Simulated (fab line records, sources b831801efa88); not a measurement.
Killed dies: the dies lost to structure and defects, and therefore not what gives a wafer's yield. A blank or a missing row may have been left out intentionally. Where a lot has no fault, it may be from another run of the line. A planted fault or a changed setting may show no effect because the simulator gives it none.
fab line records	flow sky130
record: lots: 14	wafers: 39	last-day: 50
route steps=708 shown CONTACT@414 METAL1@449
lots that met no fault: from a run of the same line without faults
start-h: the number of hours between the record's first day and the start of the first shown wafer of the lot	wait-h: time in hours since the lot's previous step	" same as the row above	L1.1+2: one row covering several wafers at once	- either no value or no given start	* or withheld: withheld	< > ~ a bound
route shown NAME@n: names a module that has steps shown in the file, with the first one's number in the route	usual: the fault-free wafers' mean and standard deviation	same: alike in all rows	chamber/n: place in a boat	sites: the reading at each site	_std_site: standard deviation of those values	_edge_site: inner sites' mean taken away from outer sites' mean	radius-mm: how far each site lies from the wafer's centre	mask NAME#n: copy n	behind: the tool/chamber that last shaped the wafer	hold: why the lot was held/for how many hours/how that ended	device: which transistor (n, p or np) failed to switch	end of line: the same wafers' tests at the end of the route	a step without rows: its recipe alone	killed: count of dies lost to structure and defects at first sort (not the wafer's yield)	map: a wafer's dies, x killed, . not, _ none there
set.NAME: the setting that was run; set.NAME@STEP: the one run at that earlier step	model.NAME: the simulator's own value behind a step, which no gauge read
a sample of lots followed through the steps of the route, with each step as a table and each wafer as a row
services: a tool's chamber out of use, with start hour (start-h, from the record's first day; less than 0 if before it), hours out, and reason
== steps ==
step: SKY_CONTACT_COAT_08
recipe: resist: BARC	temp-c: withheld	time-s: withheld	spin-rpm: 3000	resist-thk-nm: 60
lot.wafer	tool	chamber	start-h	wait-h
L520.1+3+6	litho-track-03	0	733.96	0.1
L521.2+3+6	litho-track-03	0	742.69	0.1
L523.2+3+4	litho-track-01	0	752.22	0.1
L522.2+3+5	litho-track-03	0	755.39	0.1
L524.1+5+6	litho-track-02	0	758.50	0.1
L525.2+3+4	litho-track-01	0	769.12	0.1
L526.1+2+3	litho-track-03	0	775.76	0.1
L527.2+4+6	litho-track-02	0	782.03	0.1
L528.1+2+5	litho-track-02	0	789.46	0.1
L536.2+4	litho-track-02	0	845.73	0.1
L537.2+4	litho-track-02	0	851.78	0.1
L538.3+4	litho-track-02	0	862.81	0.1
L542.1+3+5	litho-track-03	0	888.66	0.1
L543.2+3+4	litho-track-03	0	893.74	0.1
step: SKY_CONTACT_OVL_MEAS_15
usual: CONTACT_OVL: 0/5.4
lot.wafer	tool	chamber	start-h	wait-h	CONTACT_OVL[nm]
L520.1	overlay-02	-	748.12	0.1	0
L520.3	"	-	"	"	7
L520.6	"	-	"	"	-6
L521.2	overlay-01	-	757.77	0.1	3
L521.3	"	-	"	"	10
L521.6	"	-	"	"	10
L523.2	overlay-01	-	766.13	0.1	-1
L523.3	"	-	"	"	7
L523.4	"	-	"	"	0
L522.2	overlay-02	-	768.93	0.1	-4
L522.3	"	-	"	"	-1
L522.5	"	-	"	"	-6
L524.1	overlay-01	-	772.53	0.1	1
L524.5	"	-	"	"	-3
L524.6	"	-	"	"	-5
L525.2	overlay-01	-	783.24	0.1	6
L525.3	"	-	"	"	-9
L525.4	"	-	"	"	0
L526.1	overlay-01	-	789.36	0.1	-15
L526.2	"	-	"	"	-4
L526.3	"	-	"	"	-3
L527.2	overlay-02	-	795.32	0.1	9
L527.4	"	-	"	"	8
L527.6	"	-	"	"	9
L528.1	overlay-01	-	803.11	0.1	-3
L528.2	"	-	"	"	4
L528.5	"	-	"	"	-5
L536.2	overlay-02	-	858.63	0.1	5
L536.4	"	-	"	"	-1
L537.2	overlay-02	-	864.77	0.1	-4
L537.4	"	-	"	"	-9
L538.3	overlay-01	-	876.39	0.1	2
L538.4	"	-	"	"	5
L542.1	overlay-02	-	902.48	0.1	6
L542.3	"	-	"	"	5
L542.5	"	-	"	"	0
L543.2	overlay-01	-	906.74	0.1	-5
L543.3	"	-	"	"	-6
L543.4	"	-	"	"	-6
step: SKY_CONTACT_ETCH_16
recipe: chemistry: N2/H2	target: BARC	ion-energy-ev: 200	source-w: 500	bias-w: 100	pressure-mtorr: 30	n2-flow-sccm: 100	h2-flow-sccm: 200	stop-on: SiO2	time-s: 45.9	target-depth-a: 600
usual: drypump-motor-current-A: 5.5/0.41	oes-product-au: 0.855/0.0046	throttle-valve-pct: 13.224/0.0096
lot.wafer	tool	chamber	start-h	wait-h	drypump-motor-current-A	oes-product-au	rf-hours-counter-h	throttle-valve-pct
L520.1	rie-diel-03	2	748.16	0.0	5.0	0.856	19	13.211
L520.3	"	1	"	"	5.4	0.855	16	13.218
L520.6	"	3	"	"	6.1	0.858	-	13.223
L521.2	rie-diel-01	2	757.80	0.0	6.3	0.858	13	13.234
L521.3	"	0	"	"	5.8	0.855	16	13.244
L521.6	"	3	"	"	5.4	0.855	-	13.223
L523.2	rie-diel-03	2	766.16	0.0	5.0	0.861	19	13.218
L523.3	"	0	"	"	4.8	0.849	3	13.218
L523.4	"	3	"	"	6.1	0.861	41	13.222
L522.2	rie-diel-03	2	768.96	0.0	5.0	0.864	19	13.220
L522.3	"	3	"	"	6.1	0.856	41	13.222
L522.5	"	0	"	"	4.9	0.858	-	13.228
L524.1	rie-diel-01	1	772.57	0.0	5.6	0.857	18	13.233
L524.5	"	3	"	"	5.4	0.850	-	13.228
L524.6	"	0	"	"	5.8	0.846	-	13.217
L525.2	rie-diel-01	0	783.27	0.0	5.8	0.853	17	13.232
L525.3	"	3	"	"	5.4	0.858	2	13.231
L525.4	"	1	"	"	5.6	0.849	18	13.229
L526.1	rie-diel-03	0	789.40	0.0	4.8	0.856	4	13.232
L526.2	"	1	"	"	5.4	0.852	17	13.229
L526.3	"	2	"	"	5.0	0.853	20	13.225
L527.2	rie-diel-01	1	795.35	0.0	5.5	0.855	19	13.236
L527.4	"	0	"	"	5.8	0.856	18	13.226
L527.6	"	3	"	"	5.4	0.860	-	13.229
L528.1	rie-diel-01	3	803.15	0.0	5.4	0.851	2	13.219
L528.2	"	0	"	"	5.8	0.855	18	13.243
L528.5	"	3	"	"	5.4	0.853	-	13.237
L536.2	rie-diel-01	1	858.66	0.0	5.6	0.882	20	13.223
L536.4	"	3	"	"	5.4	0.886	4	13.252
L537.2	rie-diel-03	3	864.80	0.0	6.1	0.889	3	13.218
L537.4	"	0	"	"	4.8	0.878	7	13.217
L538.3	rie-diel-04	1	876.42	0.0	5.2	0.859	27	13.243
L538.4	"	0	"	"	5.3	0.883	19	13.228
L542.1	rie-diel-03	1	902.52	0.0	5.4	0.854	20	13.227
L542.3	"	0	"	"	4.9	0.849	7	13.236
L542.5	"	0	"	"	4.8	0.847	-	13.233
L543.2	rie-diel-01	2	906.77	0.0	6.2	0.859	18	13.228
L543.3	"	1	"	"	5.6	0.852	23	13.224
L543.4	"	0	"	"	5.8	0.857	22	13.217
step: SKY_METAL1_CD_MEAS_15
recipe: target-cd-nm: 140
usual: cd-nm: 140.0/1.7
lot.wafer	tool	chamber	start-h	wait-h	cd-nm
L520.1	cd-sem-02	-	776.91	-	139.2
L520.3	"	-	"	"	139.5
L520.6	"	-	"	"	139.5
L521.2	cd-sem-02	-	786.31	-	141.8
L521.3	"	-	"	"	140.4
L521.6	"	-	"	"	140.0
L523.2	cd-sem-02	-	794.18	-	137.8
L523.3	"	-	"	"	139.7
L523.4	"	-	"	"	139.0
L522.2	cd-sem-02	-	796.69	-	138.1
L522.3	"	-	"	"	137.1
L522.5	"	-	"	"	136.9
L524.1	cd-sem-01	-	800.14	-	140.3
L524.5	"	-	"	"	138.6
L524.6	"	-	"	"	140.4
L525.2	cd-sem-02	-	811.03	-	142.1
L525.3	"	-	"	"	140.6
L525.4	"	-	"	"	139.0
L526.1	cd-sem-01	-	816.89	-	144.5
L526.2	"	-	"	"	143.9
L526.3	"	-	"	"	143.2
L527.2	cd-sem-01	-	823.54	-	139.5
L527.4	"	-	"	"	139.7
L527.6	"	-	"	"	139.1
L528.1	cd-sem-01	-	830.79	-	135.4
L528.2	"	-	"	"	136.6
L528.5	"	-	"	"	136.5
L536.2	cd-sem-01	-	885.64	-	139.6
L536.4	"	-	"	"	141.2
L537.2	cd-sem-01	-	890.73	-	142.3
L537.4	"	-	"	"	141.2
L538.3	cd-sem-01	-	903.78	-	139.9
L538.4	"	-	"	"	139.8
L542.1	cd-sem-02	-	929.71	-	137.9
L542.3	"	-	"	"	139.1
L542.5	"	-	"	"	138.5
L543.2	cd-sem-02	-	933.66	-	141.0
L543.3	"	-	"	"	143.0
L543.4	"	-	"	"	139.5
step: SKY_METAL1_OVL_MEAS_16
usual: METAL1_OVL: 1/4.7
lot.wafer	tool	chamber	start-h	wait-h	METAL1_OVL[nm]
L520.1	overlay-01	-	777.03	0.1	5
L520.3	"	-	"	"	-3
L520.6	"	-	"	"	0
L521.2	overlay-02	-	786.42	0.1	-5
L521.3	"	-	"	"	4
L521.6	"	-	"	"	4
L523.2	overlay-02	-	794.29	0.1	3
L523.3	"	-	"	"	-6
L523.4	"	-	"	"	8
L522.2	overlay-02	-	796.80	0.1	-6
L522.3	"	-	"	"	2
L522.5	"	-	"	"	-4
L524.1	overlay-01	-	800.26	0.1	-4
L524.5	"	-	"	"	-6
L524.6	"	-	"	"	-2
L525.2	overlay-02	-	811.14	0.1	-2
L525.3	"	-	"	"	4
L525.4	"	-	"	"	5
L526.1	overlay-01	-	817.01	0.1	2
L526.2	"	-	"	"	-2
L526.3	"	-	"	"	6
L527.2	overlay-01	-	823.65	0.1	-2
L527.4	"	-	"	"	-6
L527.6	"	-	"	"	-6
L528.1	overlay-01	-	830.91	0.1	-2
L528.2	"	-	"	"	1
L528.5	"	-	"	"	-4
L536.2	overlay-02	-	885.75	0.1	3
L536.4	"	-	"	"	1
L537.2	overlay-01	-	890.84	0.1	6
L537.4	"	-	"	"	5
L538.3	overlay-01	-	903.88	0.1	2
L538.4	"	-	"	"	4
L542.1	overlay-02	-	929.83	0.1	6
L542.3	"	-	"	"	1
L542.5	"	-	"	"	6
L543.2	overlay-01	-	933.77	0.1	2
L543.3	"	-	"	"	-1
L543.4	"	-	"	"	4
== services ==
tool	chamber	start-h	hours	kind
rie-diel-01	3	712.49	-	clean
rie-diel-01	3	712.49	11.9	scheduled-down
rie-diel-01	3	712.49	11.9	vent-cycle
rie-diel-04	2	756.16	1.8	repair
rie-diel-04	-	757.58	0.4	repair
rie-diel-04	-	770.70	2.8	pm
rie-diel-03	3	773.60	-	clean
rie-diel-03	3	773.60	23.6	scheduled-down
rie-diel-03	3	773.60	23.6	vent-cycle
rie-diel-04	3	784.85	5.1	repair
rie-diel-01	-	814.62	4.3	pm
rie-diel-03	-	836.84	0.4	repair
rie-diel-03	-	861.77	1.4	repair
rie-diel-01	2	862.75	21.8	repair
rie-diel-01	3	881.58	6.9	repair
rie-diel-03	-	886.14	3.2	repair
rie-diel-03	1	888.87	10.9	repair
rie-diel-03	2	898.28	5.9	repair
== key ==
first-sign: step: SKY_CONTACT_ETCH_16	reading: oes-product-au	direction: up	sigmas: 6.3	usual: 0.855	struck: 0.884
effect none on later readings
met-at SKY_CONTACT_COAT_08
struck-lots L536,L537,L538
struck-wafers L536.2,L536.4,L537.2,L537.4,L538.4
tester-left-out L536,L537,L538
not-acting-at SKY_CONTACT_OVL_MEAS_15,SKY_METAL1_CD_MEAS_15,SKY_METAL1_OVL_MEAS_16
onset-between 789.46 845.73
fault: kind: process-parameter-drift	tool: litho-track-02	chamber: -	onset-h: 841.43	steps: SKY_CONTACT_COAT_08	channel: resist-thk-nm	offset: 3.5536	shape: step	end-h: 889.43	scope: struck-wafers-only	acts-in: these-recipes-only	stated: 60
tester-left-out: of these lots the tester's yield and bins aren't shown, on N5 and GAA mostly nor the transistor test; their killed dies are dies lost to structure and defects alone, not to doping, threshold or leakage, so they don't give the yield
